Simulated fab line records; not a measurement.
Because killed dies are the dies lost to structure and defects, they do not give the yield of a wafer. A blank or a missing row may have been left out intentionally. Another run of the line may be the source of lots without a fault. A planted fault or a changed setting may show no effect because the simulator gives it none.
Which tool is to blame?	flow gf180mcu	14 lots with 42 wafers sampled at 3 steps, on a route of 602 steps

== WHAT THE GAUGES READ, wafer by wafer ==
GF_LVPWELL_OVL_MEAS_07. Usual: LVPWELL_OVL gives -1.8 nm (standard deviation 1.3).
lot	measured	on	LVPWELL_OVL (nm)	flag
L331	day 3 23:46	overlay-01	-2.4 -0.5 -0.9	
L332	day 4 01:48	overlay-01	-2.0 -1.1 -3.6	
L333	day 4 10:46	overlay-02	-4.0 -4.9 -4.4	
L334	day 4 14:52	overlay-02	0.0 -1.5 -1.8	
L335	day 4 17:51	overlay-01	0.4 -0.2 0.5	
L336	day 5 00:03	overlay-02	-1.0 -0.9 -2.1	
L337	day 5 05:42	overlay-01	-2.5 -2.5 -1.3	
L338	day 5 09:58	overlay-02	-1.8 -1.1 -1.4	
L340	day 5 21:28	overlay-01	-3.5 -1.6 -2.9	
L344	day 6 21:57	overlay-01	-1.4 -2.0 -1.2	
L345	day 7 04:36	overlay-01	-1.6 -0.6 -1.4	
L347	day 7 14:43	overlay-01	-1.2 -0.9 -1.8	
L348	day 7 20:55	overlay-02	-2.9 -1.6 -1.1	
L350	day 8 06:42	overlay-01	-2.4 -1.3 -0.9	

GF_MVPSD_OVL_MEAS_07. Usual: MVPSD_OVL gives 0.1 nm (standard deviation 1.4).
lot	measured	on	MVPSD_OVL (nm)	flag
L331	day 5 02:46	overlay-01	1.9 -0.3 0.0	
L332	day 5 05:59	overlay-02	0.0 1.5 -0.2	
L333	day 5 14:59	overlay-01	2.0 1.8 2.2	
L334	day 5 19:07	overlay-01	0.8 0.3 -1.4	
L335	day 5 22:08	overlay-02	-1.8 0.5 0.6	
L336	day 6 04:13	overlay-01	-0.6 2.8 0.5	
L337	day 6 11:10	overlay-02	0.2 -0.6 0.1	
L338	day 6 16:13	overlay-02	1.2 1.4 1.0	
L340	day 7 04:41	overlay-02	-0.9 0.4 0.4	
L344	day 8 05:56	overlay-02	0.8 0.2 1.2	
L345	day 8 12:41	overlay-02	-0.7 -0.5 -1.3	
L347	day 8 23:13	overlay-02	1.1 1.1 -0.3	
L348	day 9 06:37	overlay-02	0.3 0.7 0.7	
L350	day 9 16:29	overlay-01	1.9 1.5 2.4	

== WHICH TOOL RAN EACH LOT (tool, then ch and the chambers of the sampled wafers, then the start) ==
lot	GF_NWELL_IMPLANT_09
L331	implanter-02 ch 0, day 3 10:22
L332	implanter-02 ch 0, day 3 13:01
L333	implanter-02 ch 0, day 3 21:28
L334	implanter-01 ch 0, day 4 01:17
L335	implanter-01 ch 0, day 4 04:40
L336	implanter-02 ch 0, day 4 09:55
L337	implanter-02 ch 0, day 4 15:56
L338	implanter-02 ch 0, day 4 19:50
L340	implanter-02 ch 0, day 5 06:59
L344	implanter-01 ch 0, day 6 06:58
L345	implanter-04 ch 0, day 6 12:40
L347	implanter-01 ch 0, day 6 23:13
L348	implanter-04 ch 0, day 7 05:08
L350	implanter-01 ch 0, day 7 14:34
- GF_NWELL_IMPLANT_09

== WHAT THE TOOLS THEMSELVES READ (means of the sampled wafers that have a number; where no wafer has one, the mark that the record gives instead) ==
GF_NWELL_IMPLANT_09. Usual: beamEnergyKeV reads 160.00 (standard deviation 0.051).
lot	tool	beamEnergyKeV	flag
L331	implanter-02	159.99	
L332	implanter-02	159.95	
L333	implanter-02	159.95	
L334	implanter-01	160.02	
L335	implanter-01	159.98	
L336	implanter-02	160.04	
L337	implanter-02	159.92	
L338	implanter-02	170.19	OFF
L340	implanter-02	170.20	OFF
L344	implanter-01	160.04	
L345	implanter-04	160.00	
L347	implanter-01	159.98	
L348	implanter-04	160.05	
L350	implanter-01	160.08	

== THE ANSWER, worked out from the rows above alone ==
Rule: a lot counts as off when the mean over its wafers that have a number is more than 3 standard deviations away from the usual mean. A lot without any number at a reading at which 4 lots or more have one is off too. The other lots that the step has rows for count as sound. The gauges are gone through in route order, then the tools' own readings, and for those a lot's mean is taken as printed above. The first step at which some lot is off is used, and at that step the reading that is off furthest; a lot without a number counts as furthest.
Off: L338, L340 (GF_NWELL_IMPLANT_09, beamEnergyKeV).
If a tool, at that step or one of the process steps before it, ran each lot that is off and ran no sound lot following the first of them, it fits. One fits: implanter-02 at GF_NWELL_IMPLANT_09. A fault onset in the window from L337 (day 4 15:56, its last sound lot) to L338 (day 4 19:50, its first lot off) fits.
On the lots that are off, the tool's own readings at GF_NWELL_IMPLANT_09 differ by more than 5 times the standard deviation of the sound lots' means, which bears it out; beamEnergyKeV reads 170.19 there versus 160.00 on the sound lots.

== WHAT HAD BEEN PUT IN BY THE SIMULATOR ==
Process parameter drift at GF_NWELL_IMPLANT_09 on implanter-02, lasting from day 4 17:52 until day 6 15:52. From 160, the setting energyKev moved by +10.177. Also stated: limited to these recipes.
Shown lots that were struck: L338, L340. This agrees with what the rule above found.
